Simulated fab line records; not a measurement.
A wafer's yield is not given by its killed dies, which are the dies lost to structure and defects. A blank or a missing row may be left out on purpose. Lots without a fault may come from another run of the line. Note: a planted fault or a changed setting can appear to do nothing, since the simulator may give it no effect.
A struck lot beside a sound one | flow sky130 | 17 out of 708 route steps
Sound: the wafers L121.1, L121.2, L121.3. Struck: wafers L132.1, L132.6 (left out: L132.3, a lot-mate that was not struck); the cause follows at the end.
For every step that has rows: the tool of each side, followed by ch and its chambers, followed by its first start. Under that, the readings that differ: sound wafers | struck wafers | difference of the means | sigmas: that difference in standard deviations of wafers without a fault.
alike: readings with means less than 2 such deviations apart, plus words and numbers identical on both sides. not compared: withheld readings, readings lacking a value on some wafer, bounds such as >300 that could conceal the same value, and numbers that have no deviation in the record and whose values overlap.
Wherever a step has rows on one side only, a row that says differs or no value, or a row with sigmas, the two part there. Numbers that don't overlap but have no deviation are shown without sigmas and don't part them. A reading missing from all wafers of one side parts the sides only when that side holds two or more wafers.

first, 1 step without rows for these wafers: SKY_LDD_N_IMPLANT_15.
SKY_LDD_N_STRIP_16: strips in O2/N2.
  sound on plasma_asher-04 ch 0,1, day 18 10:08; struck on plasma_asher-03 ch 1, day 22 23:11
  reading                     | sound       | struck  | difference | sigmas
  drypump_motor_current_A (A) | 5.7 5.9 5.9 | 5.2 5.2 | -0.6       | -2
  alike: oes_product_au, strip_time_to_endpoint_s
  not compared: rf_hours_counter_h
SKY_LDD_N_TW_MEAS_17:
  sound on film_metro-02, day 18 10:14; struck on film_metro-01, day 22 23:17
  alike: LDD_N_TW
then, 7 steps without rows for these wafers: SKY_LDD_P_DEHYDRATE_00 (time 60 s); SKY_LDD_P_HMDS_01 (prime time 60 s); SKY_LDD_P_COAT_02 (resist thk 1140 nm); SKY_LDD_P_SOFTBAKE_03 (time 60 s); SKY_LDD_P_EXPOSE_04 (exposes mask PSDM, target cd 380 nm); SKY_LDD_P_PEB_05; SKY_LDD_P_DEVELOP_06 (develop time 60 s).
SKY_LDD_P_CD_MEAS_07: target cd 380 nm.
  sound on cd_sem-02, day 19 16:32; struck on cd_sem-01, day 24 04:39
  alike: cd_nm
SKY_LDD_P_OVL_MEAS_08:
  sound on overlay-02, day 19 16:40; struck on overlay-01, day 24 04:46
  reading        | sound          | struck    | difference | sigmas
  LDD_P_OVL (nm) | -3.1 -3.5 -2.4 | -0.3 -0.5 | +2.6       | +2
SKY_LDD_P_IMPLANT_09:
  sound on implanter-02 ch 0, day 19 16:42; struck on implanter-01 ch 0, day 24 04:49
  alike: dose_ions_cm2
SKY_LDD_P_STRIP_10: strips in O2/N2.
  sound on plasma_asher-01 ch 0,1, day 19 16:51; struck on plasma_asher-01 ch 1, day 24 04:58
  reading                      | sound             | struck      | difference | sigmas
  strip_time_to_endpoint_s (s) | 14.28 14.21 14.28 | 14.14 14.09 | -0.14      | -4
  alike: drypump_motor_current_A, oes_product_au
  not compared: rf_hours_counter_h
SKY_LDD_P_TW_MEAS_11:
  sound on film_metro-01, day 19 16:57; struck on film_metro-01, day 24 05:04
  reading  | sound             | struck      | difference | sigmas
  LDD_P_TW | 635.6 638.1 641.3 | 596.6 595.2 | -42.4      | -15
then, 1 step without rows for these wafers: SKY_LDD_HVN_DEHYDRATE_00 (time 60 s).
-- record jumps: 25 days separate the struck wafers' starts on either side; left off in module LDD_HVN, taken up again in module PAD_OPEN, whose first shown step is the route's number 708 --
SKY_PAD_OPEN_PROBE_99:
  sound on prober-01, day 46 06:02; struck on prober-01, day 49 03:10
  reading                                     | sound                     | struck          | difference | sigmas
  killed_at_front_end                         | 20 20 18                  | 7 14            | -9         | -2
  killed_at_other                             | 1 0 0                     | 1 2             | +1         | +2
  model.etest.tip_p.rs_ohm_sq                 | 6858 6874 6857            | 1e+04 1.005e+04 | +3e+03     |
  model.etest.tip_p.rs_ohm_sq_range           | 254.5 139.8 225.2         | 3318 3336       | +3120      |
  model.etest.tip_p.rs_ohm_sq_rim_less_centre | -43.98 -30.1 96.88        | -1614 -1533     | -1581      |
  model.etest.pfet_01v8.drive_ua_um_range     | 6.01 4.495 7.388          | 12.77 9.428     | +5.13      |
  model.etest.pfet_01v8.vt_sat_v (V)          | -0.56 -0.5759 -0.5768     | -0.6214 -0.6225 | -0.0511    |
  model.etest.pfet_01v8.vt_v (V)              | -0.7683 -0.7832 -0.7826   | -0.809 -0.8066  | -0.030     |
  model.etest.pfet_01v8_hvt.vt_sat_v (V)      | -0.8053 -0.8192 -0.8097   | -0.8413 -0.8471 | -0.0328    |
  model.etest.pfet_01v8.vt_v_range            | 0.01366 0.008713 0.008195 | 0.03358 0.03659 | +0.02490   |
  alike: killed_at_M0_to_M3, killed_at_M4_up, killed_at_contacts, killed_dies, killed_open, killed_short

== WHERE THEY PART ==
First at SKY_LDD_N_STRIP_16; last, within this record, at SKY_PAD_OPEN_PROBE_99.

WHY: what had been put in by the simulator
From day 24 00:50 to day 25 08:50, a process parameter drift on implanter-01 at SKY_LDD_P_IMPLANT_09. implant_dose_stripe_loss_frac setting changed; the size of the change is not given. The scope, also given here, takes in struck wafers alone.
